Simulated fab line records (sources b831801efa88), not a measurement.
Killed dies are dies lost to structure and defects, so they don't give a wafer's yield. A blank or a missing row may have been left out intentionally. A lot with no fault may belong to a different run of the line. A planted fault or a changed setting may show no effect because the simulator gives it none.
Problem report, 8D (eight disciplines) form, completed by code :: flow sky130 :: the parts of the form that need people (team, actions taken, sign-off) are left out

1. THE PROBLEM
Mean of strip time to endpoint s at SKY_GATE_OXIDE_STRIP_13: 6.60 s across 3 wafers in 2 lots; on wafers with no fault it is 14.16 s (standard deviation 0.036). So: -99 or more standard deviations from the usual mean.
The step: strips in O2/N2.
The first sign was on wafer L802.4 at day 21 07:36, on plasma asher-02. The record holds 33 wafers of 11 lots with a number at this step. The rule behind "out" and "out of limits": a value lying over 4 standard deviations away from the usual mean. All remaining wafers that have a number are taken as sound.

2. WHAT THIS IS AND IS NOT
question: which readings at this step
is: strip time to endpoint s, oes product au
is not: drypump motor current A

question: which lots
is: L802, L804
is not: L784, L785, L787, L789, L790, L791, L792, L796, L797

question: which wafers of those lots
is: L802.4, L802.6, L804.6
is not: L802.5, L804.1, L804.5

question: read on which tools
is: plasma asher-02
is not: plasma asher-01, plasma asher-04

question: when
is: from day 21 07:36
is not: up to then (28 sound wafers); but 2 sound wafers of L804 came after

3. SUSPECTS, AND WHAT RULES EACH OUT
Counting: if a tool at a process step up to the reading ran every lot that is out, it stays a suspect. Sound lots after the first of them don't rule it out here, since some wafers of a struck lot are sound.
- litho track-03 at SKY_GATE_OXIDE_COAT_05 (resist thk 1140 nm): kept. It processed each lot that is out (first: L802, day 20 16:13); up to then, its last sound lot is L797 (day 18 15:10).
- plasma asher-02 at SKY_GATE_OXIDE_STRIP_13 (strips in O2/N2): kept. It processed each lot that is out (first: L802, day 21 07:36); up to then, its last sound lot is L791 (day 17 02:46). Out on those wafers are its own readings of oes product au, strip time to endpoint s.
Left after counting: litho track-03 at SKY_GATE_OXIDE_COAT_05, plasma asher-02 at SKY_GATE_OXIDE_STRIP_13.

4. THE CAUSE (what the simulator had put in)
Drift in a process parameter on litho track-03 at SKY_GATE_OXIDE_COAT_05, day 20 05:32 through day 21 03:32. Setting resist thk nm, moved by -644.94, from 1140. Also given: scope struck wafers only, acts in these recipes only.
Of the 2 suspects that counting leaves, this tool is one.

5. THE CHAIN OF EFFECTS, in route order
Each row: a reading whose mean over the struck wafers that have a number lies more than 3 standard deviations from the usual. Scope: only readings with a usual standard deviation given in the record; hours: median across lots of the time from each lot's start at the first step in this table that gives one to its start at this step; sigmas: change in usual standard deviations.
hours: 0
step: SKY_GATE_OXIDE_STRIP_13
reading: oes product au
usual: 0.715 a.u.
on struck wafers: 0.510
change: -0.205
sigmas: -49

hours: 0
step: SKY_GATE_OXIDE_STRIP_13
reading: strip time to endpoint s
usual: 14.16 s
on struck wafers: 6.60
change: -7.56
sigmas: -99 or more
The process steps in it:
- SKY_GATE_OXIDE_STRIP_13: strips in O2/N2.
Later measuring or inspecting steps at which every struck wafer that the step has a row for has a number for every such reading, and none has moved that far: SKY_CAPM_THK_MEAS_04.

6. WHAT WOULD HAVE CAUGHT IT SOONER
In this record no reading fell out of limits until day 21 07:36, 26 hours after the fault had begun at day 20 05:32.
Tool readings at SKY_GATE_OXIDE_COAT_05 with a usual standard deviation given in the record: none out on any struck wafer, hence no alarm at a limit of 4 standard deviations on them.
All the lots that are out (2) had begun SKY_GATE_OXIDE_COAT_05 on litho track-03 by day 21 07:36. Holding the tool at that point would not have protected any of them.
